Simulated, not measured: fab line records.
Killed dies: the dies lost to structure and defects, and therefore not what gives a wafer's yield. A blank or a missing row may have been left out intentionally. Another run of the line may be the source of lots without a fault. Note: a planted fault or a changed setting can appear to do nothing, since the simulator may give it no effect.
Matching of chambers    flow gf180mcu    3 sister chambers for GF_V4_CVD_02 on pecvd-04
The step deposits SiO2 from TEOS, target thk 850 nm, time 94.851 s. 18 wafers are shown with their chamber, then 9 later ones without.

## EACH WAFER AND ITS CHAMBER
wafer   chamber  heater power w (W)
L074.1  2        748
L074.3  1        595
L074.5  2        653
L075.2  0        649
L075.4  2        774
L075.5  0        687
L076.2  1        574
L076.3  2        786
L076.6  2        641
L079.1  1        644
L079.3  2        677
L079.4  1        495
L081.2  0        703
L081.5  2        630
L081.6  0        732
L084.2  2        781
L084.5  2        631
L084.6  1        576

SIGNATURES (means of the wafers above)
reading         chamber 0  chamber 1  chamber 2  scatter within a chamber
heater power w  692.75     576.80     702.33     59.3
Rule: for a wafer and a chamber, the distance is found by dividing, reading by reading, the gap between the wafer's reading and the chamber's mean by the reading's scatter, squaring, summing and taking the root. If the next closest chamber is less than 2 further off than the closest, the wafer can't be placed; otherwise it belongs to the closest. The scatter: the root of (the sum of the squares of (reading less its chamber's mean) over the shown wafers, divided by (wafers less chambers)).

## WAFERS WITH NO CHAMBER GIVEN
wafer   heater power w (W)
L085.2  713
L085.4  579
L085.6  740
L086.4  754
L086.5  573
L086.6  742
L093.4  500
L093.5  700
L093.6  788

## WHICH CHAMBER EACH WENT THROUGH
wafer   from the rows above      in truth
L085.2  can't be placed: 2 or 0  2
L085.4  can't be placed: 1 or 0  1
L085.6  can't be placed: 2 or 0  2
L086.4  can't be placed: 2 or 0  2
L086.5  can't be placed: 1 or 0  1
L086.6  can't be placed: 2 or 0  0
L093.4  can't be placed: 1 or 0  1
L093.5  can't be placed: 2 or 0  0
L093.6  can't be placed: 2 or 0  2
Correct placement for 0 of the 9. From these rows, 9 cannot be placed; in 9 the true chamber is one of the candidates. 0 placed wrongly.
